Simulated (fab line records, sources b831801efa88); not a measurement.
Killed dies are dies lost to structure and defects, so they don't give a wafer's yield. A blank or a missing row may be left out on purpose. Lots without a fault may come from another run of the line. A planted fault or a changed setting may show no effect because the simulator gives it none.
One fault seen from 2 desks | flow gf180mcu | each desk has only its own numbers; what lay behind them comes last

THE TOOL OWNER'S DESK: wet_bench-01
The tool's own readings at GF_SAB_WET_ETCH_12 (etches SiO2 in dHF, target depth 22 nm, time 440 s): means of the sampled wafers that have a number, for each lot that ran on this tool. A lot is out of limits, marked OUT, if its mean lies more than 4 standard deviations from the usual mean; the brackets give that distance.
Columns: A = bath_heat_duty_pct at GF_SAB_WET_ETCH_12, usual 5.9 %; B = run_length_s at GF_SAB_WET_ETCH_12, usual 468 s
lot  | first seen here | A   | B
L705 | day 17 07:50    | 5.9 | 368 (-24) OUT
L707 | day 18 03:25    | 6.2 | 369 (-24) OUT
L717 | day 21 13:19    | 6.3 | 465
L719 | day 22 08:01    | 5.4 | 464
L721 | day 23 00:06    | 5.2 | 464
This desk's finding: out of limits on L705, L707; first on L705, day 17 07:50 (run_length_s at GF_SAB_WET_ETCH_12). In limits: L717, L719, L721.

THE METROLOGY DESK
What the gauges read, lot by lot, whatever tool the lot ran on: means of the sampled wafers that have a number. A lot is out of limits, marked OUT, if its mean lies more than 4 standard deviations from the usual mean; the brackets give that distance.
Columns: A = SAB_CVD_00_THK at GF_SAB_THK_MEAS_01, usual 50.1 nm; B = cd_nm at GF_SAB_CD_MEAS_09, usual 420.8 nm; C = SAB_OVL at GF_SAB_OVL_MEAS_10, usual -0.6 nm
lot  | first seen here | A    | B     | C
L705 | day 16 08:59    | 50.1 | 418.7 | 0.0
L707 | day 17 04:02    | 50.3 | 423.4 | -1.6
L708 | day 17 23:14    | 50.5 | 420.5 | -2.0
L717 | day 20 13:42    | 49.3 | 421.8 | 1.4
L719 | day 21 07:49    | 49.9 | 420.0 | 0.7
L721 | day 22 01:14    | 50.1 | 417.3 | -0.1
This desk's finding: nothing out of limits on any of the 6 lots.

PUT TOGETHER
The tool owner's desk could have raised an alarm at day 17 07:50, on L705, L707.
The metrology desk saw nothing out of limits.
The metrology desk has L705, L707 on record, within its limits.
Of the lots named, all ran GF_SAB_WET_ETCH_12 on wet_bench-01.

WHAT THE SIMULATOR HAD PUT IN
Process parameter drift: wet_bench-01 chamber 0, from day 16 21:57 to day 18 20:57, at GF_SAB_WET_ETCH_12. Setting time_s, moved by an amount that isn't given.
Lots struck among those shown: L705, L707.
Hours from the fault's start to each desk's first reading out of limits: the tool owner's desk, 10.
